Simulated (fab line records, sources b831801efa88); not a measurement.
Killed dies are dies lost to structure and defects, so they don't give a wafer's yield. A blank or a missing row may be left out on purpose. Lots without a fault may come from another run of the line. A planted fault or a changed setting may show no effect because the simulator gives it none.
fab line records | flow sky130
record lots=12 wafers=36 last_day=50
route steps=708 shown VIA3@593 METAL4@599 PAD_OPEN@708
lots that met no fault: from a run of the same line without faults
start_h: hours from the record's first day to the start of the lot's first wafer shown | wait_h: hours since the lot's step before | " the same as in the row above | L1.1+2: a row that stands for several wafers | - no value, or no start given | * or withheld: withheld | < > ~ a bound
route shown NAME@n: a module of which the file shows steps, and the number in the route of the first | usual: mean/standard deviation of fault-free wafers | same: alike in all rows | chamber/n: place in a boat | sites: the reading at each site | _std_site: their standard deviation | _edge_site: outer sites' mean less inner sites' | radius_mm: how far each site lies from the wafer's centre | mask NAME#n: copy n | behind: the tool/chamber that last shaped the wafer | hold: why the lot was held/for how many hours/how that ended | device: the transistor (n, p or np) that didn't switch | end of line: the same wafers' tests at the end of the route | a step without rows: its recipe alone | killed: dies lost to structure and defects at the first sort, not the wafer's yield | map: a wafer's dies, x killed, . not, _ none there
set.NAME: the setting as run; set.NAME@STEP: as run at that earlier step | model.NAME: the simulator's own value behind a step, which no gauge read
steps of the route over a sample of lots; a table a step, a row a wafer
services: from which hour (start_h, from the record's first day; less than 0 if before it) a tool's chamber was out of use, for how many hours, and why
## steps
# step SKY_VIA3_SPUTTER_20
# recipe material=TiN target_thk_nm=20 chamber_pressure_pa=5 power_w=4000 time_s=80
# usual cathode_dc_power_W=4000.1/0.73 throttle_valve_pct=29.6/0.68
# same time_s=80
# columns lot.wafer tool chamber start_h wait_h cathode_dc_power_W throttle_valve_pct
L194.1 pvd_sputter-02 - 926.33 0.0 3999.6 29.4
L194.2 " - " " 3999.9 28.8
L194.5 " - " " 4001.1 29.2
L199.2 pvd_sputter-02 - 971.69 0.0 3999.8 28.7
L199.4 " - " " 4000.2 29.3
L199.5 " - " " 4000.1 28.8
L198.3 pvd_sputter-02 - 973.18 0.0 3999.4 29.2
L198.4 " - " " 4000.6 29.3
L198.6 " - " " 4001.2 29.1
L201.3 pvd_sputter-02 - 988.09 0.0 4000.8 29.0
L201.5 " - " " 4001.4 29.0
L201.6 " - " " 4000.9 29.1
L203.1 pvd_sputter-02 - 990.08 0.0 4001.2 29.2
L203.5 " - " " 4000.3 29.4
L203.6 " - " " 3999.2 29.1
L208.2 pvd_sputter-02 - 1028.37 0.0 4000.7 29.0
L208.3 " - " " 4000.4 29.1
L208.6 " - " " 3999.5 28.7
L209.3 pvd_sputter-02 - 1035.67 0.0 3999.3 28.7
L209.4 " - " " 4000.8 29.0
L209.5 " - " " 3999.2 29.3
L210.2 pvd_sputter-01 - 1043.81 0.0 4000.3 29.8
L210.3 " - " " 4000.5 29.9
L210.4 " - " " 3999.9 31.2
L212.2 pvd_sputter-03 - 1058.95 0.0 4000.5 30.2
L212.5 " - " " 4000.1 30.3
L212.6 " - " " 4000.8 30.6
L211.2 pvd_sputter-01 - 1064.12 0.0 4000.1 29.8
L211.4 " - " " 4000.1 29.7
L211.5 " - " " 3998.9 30.0
L216.1 pvd_sputter-03 - 1077.01 0.0 3999.4 29.9
L216.3 " - " " 4000.1 29.0
L216.6 " - " " 4000.4 29.8
L217.1 pvd_sputter-03 - 1080.43 0.0 4000.1 29.6
L217.2 " - " " 3999.6 29.1
L217.4 " - " " 4001.6 29.1
# step SKY_VIA3_THK_MEAS_23
# recipe thk_meas_gauge=xrf reads=W_of_VIA3_CVD_21
# usual VIA3_W_THK=390/8.4
# columns lot.wafer tool chamber start_h wait_h VIA3_W_THK[nm]
L194.1 film_metro-02 - 926.64 0.1 383
L194.2 " - " " 386
L194.5 " - " " 383
L199.2 film_metro-01 - 972.01 0.1 373
L199.4 " - " " 383
L199.5 " - " " 382
L198.3 film_metro-02 - 973.50 0.1 379
L198.4 " - " " 383
L198.6 " - " " 382
L201.3 film_metro-01 - 988.42 0.1 386
L201.5 " - " " 378
L201.6 " - " " 391
L203.1 film_metro-04 - 990.38 0.1 385
L203.5 " - " " 397
L203.6 " - " " 389
L208.2 film_metro-04 - 1028.68 0.1 403
L208.3 " - " " 391
L208.6 " - " " 400
L209.3 film_metro-02 - 1036.00 0.1 402
L209.4 " - " " 389
L209.5 " - " " 402
L210.2 film_metro-02 - 1044.12 0.1 387
L210.3 " - " " 389
L210.4 " - " " 402
L212.2 film_metro-04 - 1059.27 0.1 388
L212.5 " - " " 388
L212.6 " - " " 394
L211.2 film_metro-04 - 1064.43 0.1 388
L211.4 " - " " 387
L211.5 " - " " 394
L216.1 film_metro-04 - 1077.32 0.1 394
L216.3 " - " " 386
L216.6 " - " " 399
L217.1 film_metro-02 - 1080.73 0.1 382
L217.2 " - " " 390
L217.4 " - " " 382
# step SKY_VIA3_CMP_24
# recipe stop_on=SiO2 t_overpolish_s=20 down_force_psi=3.5 platen_rpm=60 target_thk_nm=0 pad_velocity_m_s=0.94248
# usual edge_zone_pressure_frac=0.999/0.0052 head_pressure_psi=3.499/0.0076 motor_current_A=10.5/0.92 overpolish_run_s=19.999/0.0088 platen_rpm=60.00/0.042 time_to_endpoint_s=96/5
# columns lot.wafer tool chamber start_h wait_h edge_zone_pressure_frac head_pressure_psi motor_current_A overpolish_run_s platen_rpm time_to_endpoint_s
L194.1 cmp-01 0 926.70 0.1 1.005 3.494 11.1 19.993 60.02 94
L194.2 " 1 " " 1.003 3.485 9.6 20.006 60.02 92
L194.5 " 1 " " 0.995 3.497 9.7 19.996 60.03 89
L199.2 cmp-01 0 972.16 0.1 1.001 3.515 11.0 20.002 59.90 92
L199.4 " 1 " " 1.004 3.495 10.0 20.001 60.07 90
L199.5 " 2 " " 0.999 3.497 11.4 19.994 59.93 88
L198.3 cmp-01 2 973.59 0.1 1.000 3.508 11.4 20.011 60.00 88
L198.4 " 3 " " 0.995 3.502 11.4 20.011 60.01 94
L198.6 " 1 " " 1.005 3.491 10.2 20.005 59.96 93
L201.3 cmp-01 0 991.58 3.2 0.998 3.489 11.1 20.004 60.06 92
L201.6 " 1 " " 1.001 3.501 9.7 20.004 60.06 89
L201.5 " 2 " " 0.998 3.512 10.9 19.994 60.02 86
L203.1 cmp-02 1 992.68 2.3 1.003 3.498 10.4 20.008 59.99 90
L203.5 " 1 " " 1.002 3.496 10.2 20.009 59.99 95
L203.6 " 2 " " 0.999 3.508 8.9 19.993 59.94 93
L208.3 cmp-02 0 1028.83 0.1 - - - - - -
L208.2 " 1 " " - - - - - -
L208.6 " 3 " " - - - - - -
L209.4 cmp-02 0 1036.14 0.1 - - - - - -
L209.3 " 1 " " - - - - - -
L209.5 " 3 " " - - - - - -
L210.4 cmp-02 0 1044.17 0.0 - - - - - -
L210.3 " 1 " " - - - - - -
L210.2 " 2 " " - - - - - -
L212.2 cmp-01 0 1059.37 0.1 1.007 3.508 11.1 19.990 59.97 90
L212.6 " 3 " " 0.995 3.493 11.3 19.996 60.02 91
L212.5 " 0 " " 0.993 3.500 11.2 20.008 59.97 94
L211.2 cmp-01 2 1064.48 0.0 0.996 3.498 11.1 19.998 60.01 92
L211.4 " 1 " " 1.002 3.504 9.9 20.001 60.01 97
L211.5 " 2 " " 1.011 3.496 10.7 20.009 59.95 97
L216.1 cmp-02 1 1077.43 0.1 0.995 3.492 10.4 19.985 59.94 98
L216.3 " 3 " " 0.996 3.491 11.1 19.989 59.95 105
L216.6 " 0 " " 1.004 3.512 9.7 19.989 60.02 102
L217.4 cmp-02 2 1080.79 0.0 0.997 3.509 8.4 20.006 60.01 97
L217.1 " 3 " " 1.005 3.499 10.3 19.984 59.97 103
L217.2 " 1 " " 0.992 3.496 10.2 20.012 59.98 97
# step SKY_METAL4_SPUTTER_01
# recipe material=TiN target_thk_nm=20 power_w=6500 time_s=16.7 chamber_pressure_pa=0.4
# usual cathode_dc_power_W=6499.9/1.2 throttle_valve_pct=29.8/0.79
# same time_s=16.7
# columns lot.wafer tool chamber start_h wait_h cathode_dc_power_W throttle_valve_pct
L194.1 pvd_sputter-03 - 927.02 0.0 6501.0 30.0
L194.2 " - " " 6498.4 29.2
L194.5 " - " " 6500.0 30.6
L199.2 pvd_sputter-03 - 972.38 0.0 6498.2 30.8
L199.4 " - " " 6500.3 30.0
L199.5 " - " " 6499.8 29.9
L198.3 pvd_sputter-03 - 973.87 0.0 6499.5 29.2
L198.4 " - " " 6498.8 30.3
L198.6 " - " " 6498.8 30.4
L201.3 pvd_sputter-02 - 991.75 0.0 6500.7 29.0
L201.5 " - " " 6498.8 28.8
L201.6 " - " " 6501.1 29.2
L203.1 pvd_sputter-02 - 993.00 0.0 6499.5 29.1
L203.5 " - " " 6501.7 28.8
L203.6 " - " " 6499.9 29.2
L212.2 pvd_sputter-02 - 1059.64 0.0 6501.8 28.8
L212.5 " - " " 6499.6 28.9
L212.6 " - " " 6500.0 29.1
L211.2 pvd_sputter-02 - 1064.81 0.0 6499.6 29.2
L211.4 " - " " 6501.2 29.2
L211.5 " - " " 6499.5 28.8
L216.1 pvd_sputter-04 - 1077.70 0.0 6499.2 30.9
L216.3 " - " " 6501.4 31.1
L216.6 " - " " 6499.5 31.1
L217.1 pvd_sputter-02 - 1081.11 0.0 6498.8 29.5
L217.2 " - " " 6499.5 29.1
L217.4 " - " " 6500.0 28.9
# step SKY_PAD_OPEN_PROBE_99
# usual defect_limited_yield=82.2/1.9 killed_at_M0_to_M3=44/6.9 killed_at_M4_up=3.3/1.8 killed_at_contacts=24/5 killed_at_front_end=16/4.6 killed_at_other=0.2/0.42 killed_dies=88/9.2 killed_on_rim=17/3.5 killed_open=48/7.3 killed_short=40/6.5 sort_bin_3_pad_short=0.9/0.43 sort_bin_5_function=10.6/1.5 sort_bin_6_memory=6.4/1.1 sort_n_pass=404/9.2 sort_yield_pct=82.2/1.9
# same gross_dies=492 killed_at_back_side=0 sort_bin_4_leakage[%]=0 sort_bin_8_speed[%]=0
# columns lot.wafer tool chamber start_h wait_h hold defect_limited_yield[%] killed_at_M0_to_M3 killed_at_M4_up killed_at_contacts killed_at_front_end killed_at_other killed_dies killed_on_rim killed_open killed_short sort_bin_3_pad_short[%] sort_bin_5_function[%] sort_bin_6_memory[%] sort_n_pass sort_yield_pct[%]
L194.1 prober-01 - 1072.33 0.1 - 82.7 45 4 23 13 0 85 13 40 45 1.6 8.7 6.9 407 82.7
L194.2 prober-01 - 1072.38 0.1 - 80.5 47 8 27 14 0 96 16 48 48 0.8 10.4 8.3 396 80.5
L194.5 prober-01 - 1072.53 0.2 - 78.5 53 5 30 18 0 106 24 55 51 1.4 11.2 8.9 386 78.5
L199.2 prober-01 - 1111.15 0.1 - 83.3 40 4 18 20 0 82 13 52 30 0.4 10.2 6.1 410 83.3
L199.4 prober-01 - 1111.25 0.2 - 81.9 39 4 29 17 0 89 21 40 48 0.4 10.2 7.5 403 81.9
L199.5 prober-01 - 1111.30 0.2 - 81.5 44 3 21 22 1 91 13 52 39 1.2 12.2 5.1 401 81.5
L198.3 prober-02 - 1112.29 0.2 - 83.3 35 3 25 19 0 82 11 44 38 0.4 10.4 5.9 410 83.3
L198.4 prober-02 - 1112.34 0.2 - 81.3 48 4 21 19 0 92 10 51 40 1.0 9.8 7.9 400 81.3
L198.6 prober-02 - 1112.44 0.2 - 84.6 39 3 20 14 0 76 17 40 35 0.8 9.3 5.3 416 84.6
L201.3 prober-02 - 1125.75 0.2 - 82.3 49 3 24 11 0 87 17 56 31 0.8 11.0 5.9 405 82.3
L201.5 prober-02 - 1125.85 0.2 - 83.3 50 2 16 14 0 82 19 41 41 0.8 10.0 5.9 410 83.3
L201.6 prober-02 - 1125.90 0.2 - 82.5 39 4 28 15 0 86 24 53 33 0.2 10.6 6.7 406 82.5
L203.1 prober-02 - 1130.22 0.1 - 80.3 54 2 24 16 1 97 14 50 45 0.6 11.4 7.7 395 80.3
L203.5 prober-02 - 1130.42 0.2 - 80.5 49 3 32 11 1 96 14 48 46 1.2 11.8 6.5 396 80.5
L203.6 prober-02 - 1130.47 0.2 - 80.7 38 1 32 23 1 95 19 50 45 1.2 11.4 6.7 397 80.7
L208.2 prober-01 - 1164.38 5.3 await_dispo/2.0h/scrap 0 445 2 28 16 1 492 96 59 43 79.7 15.2 5.1 0 0
L208.3 prober-01 - 1164.43 5.3 await_dispo/2.0h/scrap 0 441 4 28 19 0 492 96 46 46 82.3 12.2 5.5 0 0
L208.6 prober-01 - 1164.58 5.4 await_dispo/2.0h/scrap 0 456 2 19 14 1 492 96 51 29 83.9 8.9 7.1 0 0
L209.3 prober-02 - 1169.84 4.9 await_dispo/4.0h/scrap 0 450 8 17 17 0 492 96 41 50 82.3 12.8 4.9 0 0
L209.4 prober-02 - 1169.89 4.9 await_dispo/4.0h/scrap 0 440 1 40 11 0 492 96 62 35 80.3 12.6 7.1 0 0
L209.5 prober-02 - 1169.94 4.9 await_dispo/4.0h/scrap 0 445 4 25 18 0 492 96 46 46 81.9 9.8 8.3 0 0
L210.2 prober-01 - 1172.37 2.0 await_dispo/3.8h/scrap 0 450 0 26 16 0 492 96 40 44 83.7 9.8 6.5 0 0
L210.3 prober-01 - 1172.42 2.0 await_dispo/3.8h/scrap 0 447 3 29 12 1 492 96 58 38 80.9 10.8 8.3 0 0
L210.4 prober-01 - 1172.47 2.0 await_dispo/3.8h/scrap 0 449 2 29 11 1 492 96 52 40 81.7 12.4 5.9 0 0
L212.2 prober-02 - 1181.05 0.1 - 80.9 48 3 25 18 0 94 25 60 34 0.6 11.8 6.7 398 80.9
L212.5 prober-02 - 1181.20 0.2 - 83.1 33 4 22 24 0 83 15 41 42 0.8 10.8 5.3 409 83.1
L212.6 prober-02 - 1181.25 0.2 - 83.5 47 5 17 12 0 81 14 48 32 1.6 8.7 6.1 411 83.5
L211.2 prober-01 - 1186.03 0.1 - 81.5 50 2 26 12 1 91 22 42 48 1.0 9.6 7.9 401 81.5
L211.4 prober-01 - 1186.13 0.2 - 80.9 47 3 32 11 1 94 22 43 50 1.0 13.0 5.1 398 80.9
L211.5 prober-01 - 1186.18 0.2 - 83.5 45 2 20 14 0 81 19 43 38 0.8 10.0 5.7 411 83.5
L216.1 prober-01 - 1195.83 0.1 - 79.5 55 2 25 19 0 101 23 58 43 0.4 13.0 7.1 391 79.5
L216.3 prober-01 - 1195.93 0.2 - 82.7 51 3 22 9 0 85 12 48 37 1.0 10.2 6.1 407 82.7
L216.6 prober-01 - 1196.08 0.2 - 79.5 51 1 27 22 0 101 21 58 42 0.6 13.6 6.3 391 79.5
L217.1 prober-02 - 1198.14 0.1 - 82.9 35 6 27 16 0 84 15 54 30 0.6 12.8 3.7 408 82.9
L217.2 prober-02 - 1198.19 0.1 - 81.3 42 2 36 11 1 92 15 51 40 1.4 10.2 7.1 400 81.3
L217.4 prober-02 - 1198.29 0.2 - 80.9 50 2 29 13 0 94 18 53 41 0.6 12.2 6.3 398 80.9
# killed by level:class
L194.1 VIA1:geometric_particle:open=10 CONTACT:geometric_particle:open=9 METAL2:geometric_particle:short=9 CONTACT:geometric_particle:short=7 FIELD_ISO:geometric_particle:short=5 METAL1:geometric_particle:short=5 LOCAL_INTERCONNECT:geometric_particle:short=4 VIA1:geometric_particle:short=4
L194.2 CONTACT:geometric_particle:open=18 VIA1:geometric_particle:short=11 VIA1:geometric_particle:open=8 VIA3:geometric_particle:short=6 POLY_GATE:geometric_particle:open=5 CONTACT:geometric_particle:short=5 METAL1:geometric_particle:short=5 METAL4:geometric_particle:short=5
L194.5 VIA1:geometric_particle:open=10 CONTACT:geometric_particle:open=10 LI_CONTACT:geometric_particle:open=9 CONTACT:geometric_particle:short=7 METAL1:geometric_particle:short=7 VIA2:geometric_particle:open=7 FIELD_ISO:geometric_particle:open=6 METAL2:geometric_particle:short=6
L199.2 VIA2:geometric_particle:open=9 VIA3:geometric_particle:open=8 LI_CONTACT:geometric_particle:open=8 VIA1:geometric_particle:open=7 CONTACT:geometric_particle:open=6 FIELD_ISO:geometric_particle:short=5 POLY_GATE:geometric_particle:open=4 POLY_GATE:geometric_particle:short=4
L199.4 LI_CONTACT:geometric_particle:open=8 CONTACT:geometric_particle:short=8 CONTACT:geometric_particle:open=7 VIA1:geometric_particle:short=7 VIA2:geometric_particle:open=7 FIELD_ISO:geometric_particle:short=4 POLY_GATE:geometric_particle:short=4 VIA1:geometric_particle:open=4
L199.5 CONTACT:geometric_particle:open=12 VIA1:geometric_particle:open=12 FIELD_ISO:geometric_particle:open=7 POLY_GATE:geometric_particle:short=7 VIA2:geometric_particle:open=7 POLY_GATE:geometric_particle:open=5 METAL1:geometric_particle:short=5 METAL2:geometric_particle:short=5
L198.3 CONTACT:geometric_particle:open=9 VIA1:geometric_particle:open=7 CONTACT:geometric_particle:short=6 METAL1:geometric_particle:short=6 FIELD_ISO:geometric_particle:open=5 METAL2:geometric_particle:short=5 POLY_GATE:geometric_particle:short=4 LI_CONTACT:geometric_particle:open=4
L198.4 VIA2:geometric_particle:open=10 CONTACT:geometric_particle:open=9 METAL1:geometric_particle:short=7 LI_CONTACT:geometric_particle:open=6 VIA1:geometric_particle:open=6 VIA3:geometric_particle:open=6 FIELD_ISO:geometric_particle:open=5 VIA1:geometric_particle:short=5
L198.6 VIA1:geometric_particle:open=7 CONTACT:geometric_particle:open=6 VIA2:geometric_particle:open=6 LI_CONTACT:geometric_particle:open=5 VIA3:geometric_particle:open=5 POLY_GATE:geometric_particle:open=4 CONTACT:geometric_particle:short=4 METAL1:geometric_particle:short=4
L201.3 CONTACT:geometric_particle:open=13 VIA1:geometric_particle:open=12 METAL3:geometric_particle:short=7 FIELD_ISO:geometric_particle:open=5 POLY_GATE:geometric_particle:open=5 VIA3:geometric_particle:open=5 VIA2:geometric_particle:open=5 LI_CONTACT:geometric_particle:open=4
L201.5 METAL2:geometric_particle:short=13 VIA3:geometric_particle:open=10 VIA1:geometric_particle:open=9 VIA1:geometric_particle:short=8 POLY_GATE:geometric_particle:open=6 LI_CONTACT:geometric_particle:open=6 CONTACT:geometric_particle:open=5 VIA3:geometric_particle:short=4
L201.6 LI_CONTACT:geometric_particle:open=11 CONTACT:geometric_particle:open=10 VIA1:geometric_particle:open=10 METAL1:geometric_particle:short=5 VIA3:geometric_particle:open=5 POLY_GATE:geometric_particle:short=4 LOCAL_INTERCONNECT:geometric_particle:short=4 FIELD_ISO:geometric_particle:short=3
L203.1 VIA1:geometric_particle:short=11 VIA1:geometric_particle:open=11 VIA2:geometric_particle:open=10 CONTACT:geometric_particle:open=9 METAL2:geometric_particle:short=9 FIELD_ISO:geometric_particle:open=4 POLY_GATE:geometric_particle:open=4 LOCAL_INTERCONNECT:geometric_particle:short=4
L203.5 VIA1:geometric_particle:open=13 CONTACT:geometric_particle:open=10 VIA2:geometric_particle:open=7 LI_CONTACT:geometric_particle:open=6 LOCAL_INTERCONNECT:geometric_particle:short=6 CONTACT:geometric_particle:short=6 METAL1:geometric_particle:short=6 VIA1:geometric_particle:short=6
L203.6 LI_CONTACT:geometric_particle:open=12 VIA3:geometric_particle:open=8 LOCAL_INTERCONNECT:geometric_particle:short=8 FIELD_ISO:geometric_particle:open=6 VIA1:geometric_particle:open=6 METAL1:geometric_particle:short=5 VIA1:geometric_particle:short=5 METAL2:geometric_particle:short=5
L208.2 VIA3:area_cmp=389 VIA3:geometric_particle:open=12 LI_CONTACT:geometric_particle:open=10 VIA1:geometric_particle:open=9 CONTACT:geometric_particle:open=8 METAL2:geometric_particle:short=8 VIA2:geometric_particle:open=7 VIA3:geometric_particle:short=7
L208.3 VIA3:area_cmp=399 CONTACT:geometric_particle:open=11 METAL1:geometric_particle:short=10 METAL2:geometric_particle:short=8 VIA1:geometric_particle:open=8 LI_CONTACT:geometric_particle:open=6 VIA3:geometric_particle:open=6 POLY_GATE:geometric_particle:short=4
L208.6 VIA3:area_cmp=411 VIA1:geometric_particle:open=14 CONTACT:geometric_particle:open=10 VIA2:geometric_particle:open=8 FIELD_ISO:geometric_particle:short=7 CONTACT:geometric_particle:short=4 VIA3:geometric_particle:open=4 POLY_GATE:geometric_particle:open=3
L209.3 VIA3:area_cmp=401 VIA1:geometric_particle:open=10 CONTACT:geometric_particle:open=8 METAL1:geometric_particle:short=8 METAL4:geometric_particle:short=7 VIA1:geometric_particle:short=6 METAL2:geometric_particle:short=6 VIA2:geometric_particle:open=5
L209.4 VIA3:area_cmp=395 CONTACT:geometric_particle:open=13 VIA2:geometric_particle:open=13 VIA1:geometric_particle:open=10 CONTACT:geometric_particle:short=10 LI_CONTACT:geometric_particle:open=8 LOCAL_INTERCONNECT:geometric_particle:short=8 VIA3:geometric_particle:open=7
L209.5 VIA3:area_cmp=400 VIA1:geometric_particle:open=11 VIA1:geometric_particle:short=10 CONTACT:geometric_particle:open=10 METAL1:geometric_particle:short=6 FIELD_ISO:geometric_particle:open=5 METAL2:geometric_particle:short=5 LI_CONTACT:geometric_particle:open=4
L210.2 VIA3:area_cmp=408 METAL1:geometric_particle:short=11 CONTACT:geometric_particle:open=9 VIA1:geometric_particle:open=9 VIA3:geometric_particle:open=5 FIELD_ISO:geometric_particle:short=4 FIELD_ISO:geometric_particle:open=4 LI_CONTACT:geometric_particle:open=4
L210.3 VIA3:area_cmp=395 CONTACT:geometric_particle:open=13 VIA1:geometric_particle:open=11 VIA2:geometric_particle:open=10 LI_CONTACT:geometric_particle:open=7 LOCAL_INTERCONNECT:geometric_particle:short=5 METAL1:geometric_particle:short=5 VIA1:geometric_particle:short=5
L210.4 VIA3:area_cmp=400 VIA1:geometric_particle:open=14 CONTACT:geometric_particle:open=8 LOCAL_INTERCONNECT:geometric_particle:short=7 LI_CONTACT:geometric_particle:open=7 METAL1:geometric_particle:short=7 VIA2:geometric_particle:open=7 VIA3:geometric_particle:open=5
L212.2 LI_CONTACT:geometric_particle:open=12 VIA1:geometric_particle:open=9 POLY_GATE:geometric_particle:short=7 VIA3:geometric_particle:open=7 METAL1:geometric_particle:short=6 CONTACT:geometric_particle:open=6 METAL3:geometric_particle:open=5 METAL2:geometric_particle:short=4
L212.5 VIA1:geometric_particle:open=7 POLY_GATE:geometric_particle:short=6 LI_CONTACT:geometric_particle:open=6 VIA2:geometric_particle:open=6 FIELD_ISO:geometric_particle:short=5 LOCAL_INTERCONNECT:geometric_particle:short=5 CONTACT:geometric_particle:open=5 METAL2:geometric_particle:short=5
L212.6 VIA1:geometric_particle:open=12 VIA2:geometric_particle:open=11 CONTACT:geometric_particle:open=9 VIA3:geometric_particle:open=7 METAL1:geometric_particle:short=5 METAL2:geometric_particle:short=5 FIELD_ISO:geometric_particle:short=4 METAL4:geometric_particle:short=3
L211.2 METAL1:geometric_particle:short=10 CONTACT:geometric_particle:open=9 VIA1:geometric_particle:open=8 LI_CONTACT:geometric_particle:open=7 METAL2:geometric_particle:short=7 VIA3:geometric_particle:open=7 VIA1:geometric_particle:short=6 LOCAL_INTERCONNECT:geometric_particle:short=5
L211.4 CONTACT:geometric_particle:open=10 VIA2:geometric_particle:open=8 LI_CONTACT:geometric_particle:open=6 LOCAL_INTERCONNECT:geometric_particle:short=6 CONTACT:geometric_particle:short=6 VIA1:geometric_particle:open=6 POLY_GATE:geometric_particle:short=5 METAL1:geometric_particle:short=5
L211.5 CONTACT:geometric_particle:open=7 VIA1:geometric_particle:open=7 VIA3:geometric_particle:open=7 POLY_GATE:geometric_particle:open=6 VIA2:geometric_particle:open=6 METAL1:geometric_particle:short=5 CONTACT:geometric_particle:short=5 VIA1:geometric_particle:short=5
L216.1 VIA1:geometric_particle:open=13 VIA2:geometric_particle:open=12 CONTACT:geometric_particle:short=8 CONTACT:geometric_particle:open=8 POLY_GATE:geometric_particle:open=7 VIA2:geometric_particle:short=7 LI_CONTACT:geometric_particle:open=6 VIA1:geometric_particle:short=6
L216.3 VIA3:geometric_particle:open=10 METAL2:geometric_particle:open=9 LI_CONTACT:geometric_particle:open=7 VIA2:geometric_particle:open=7 POLY_GATE:geometric_particle:short=6 CONTACT:geometric_particle:open=6 VIA1:geometric_particle:open=6 CONTACT:geometric_particle:short=5
L216.6 VIA1:geometric_particle:open=14 CONTACT:geometric_particle:open=12 VIA2:geometric_particle:open=11 POLY_GATE:geometric_particle:short=8 CONTACT:geometric_particle:short=8 METAL1:geometric_particle:short=8 POLY_GATE:geometric_particle:open=5 LI_CONTACT:geometric_particle:open=4
L217.1 CONTACT:geometric_particle:open=15 POLY_GATE:geometric_particle:open=8 VIA1:geometric_particle:open=8 VIA2:geometric_particle:open=7 VIA3:geometric_particle:open=7 METAL4:geometric_particle:short=6 LI_CONTACT:geometric_particle:open=4 LOCAL_INTERCONNECT:geometric_particle:short=4
L217.2 CONTACT:geometric_particle:open=16 VIA1:geometric_particle:open=8 LOCAL_INTERCONNECT:geometric_particle:short=7 CONTACT:geometric_particle:short=7 METAL1:geometric_particle:short=6 VIA2:geometric_particle:open=6 VIA3:geometric_particle:open=6 FIELD_ISO:geometric_particle:short=4
L217.4 VIA1:geometric_particle:open=14 CONTACT:geometric_particle:open=13 VIA1:geometric_particle:short=8 LI_CONTACT:geometric_particle:open=6 METAL1:geometric_particle:short=6 VIA2:geometric_particle:open=6 FIELD_ISO:geometric_particle:open=5 CONTACT:geometric_particle:short=5
## services
# columns tool chamber start_h hours kind
pvd_sputter-03 - 902.39 0.8 repair
pvd_sputter-03 - 904.13 4.3 repair
cmp-01 - 912.16 4.0 pm
pvd_sputter-03 - 915.63 1.9 repair
cmp-01 - 916.16 - consumable_replace:conditioner
cmp-01 - 916.16 - consumable_replace:pad
pvd_sputter-01 - 933.67 6.5 repair
pvd_sputter-01 - 960.15 14.7 repair
cmp-02 - 982.77 2.4 repair
pvd_sputter-03 - 991.09 14.2 repair
cmp-01 - 992.93 3.7 pm
pvd_sputter-02 - 995.21 2.4 repair
cmp-02 - 1013.33 3.2 repair
pvd_sputter-01 - 1019.29 1.2 repair
pvd_sputter-02 1 1031.44 - consumable_replace:kit
pvd_sputter-02 1 1031.44 18.0 scheduled_down
pvd_sputter-02 1 1031.44 18.0 vent_cycle
cmp-02 - 1033.50 0.3 repair
pvd_sputter-02 - 1046.65 12.6 repair
cmp-01 - 1057.07 0.8 repair
pvd_sputter-01 - 1059.15 1.0 repair
pvd_sputter-03 1 1075.99 - consumable_replace:kit
pvd_sputter-03 1 1075.99 18.0 scheduled_down
pvd_sputter-03 1 1075.99 18.0 vent_cycle
## key
first_sign step=SKY_VIA3_CMP_24 reading=tool_record direction=missing
effect step=SKY_PAD_OPEN_PROBE_99 reading=sort_bin_3_pad_short direction=up sigmas=99+ usual=0.9 struck=81.9
more_kills_born_at SKY_VIA3_CMP_24@cmp-02=3588
met_at SKY_VIA3_CMP_24
struck_lots L208,L209,L210
later_rows_left_out L208.2,L208.3,L208.6,L209.3,L209.4,L209.5,L210.2,L210.3,L210.4
not_acting_at SKY_VIA3_SPUTTER_20,SKY_VIA3_THK_MEAS_23,SKY_METAL4_SPUTTER_01
onset_between 992.68 1028.83
fault kind=skipped_step_whole tool=cmp-02 chamber=- onset_h=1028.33 steps=SKY_VIA3_CMP_24 scope=struck_lots_only
# later_rows_left_out: the simulator's readings of these wafers behind a module that went badly wrong aren't trusted and aren't shown, but for the sort
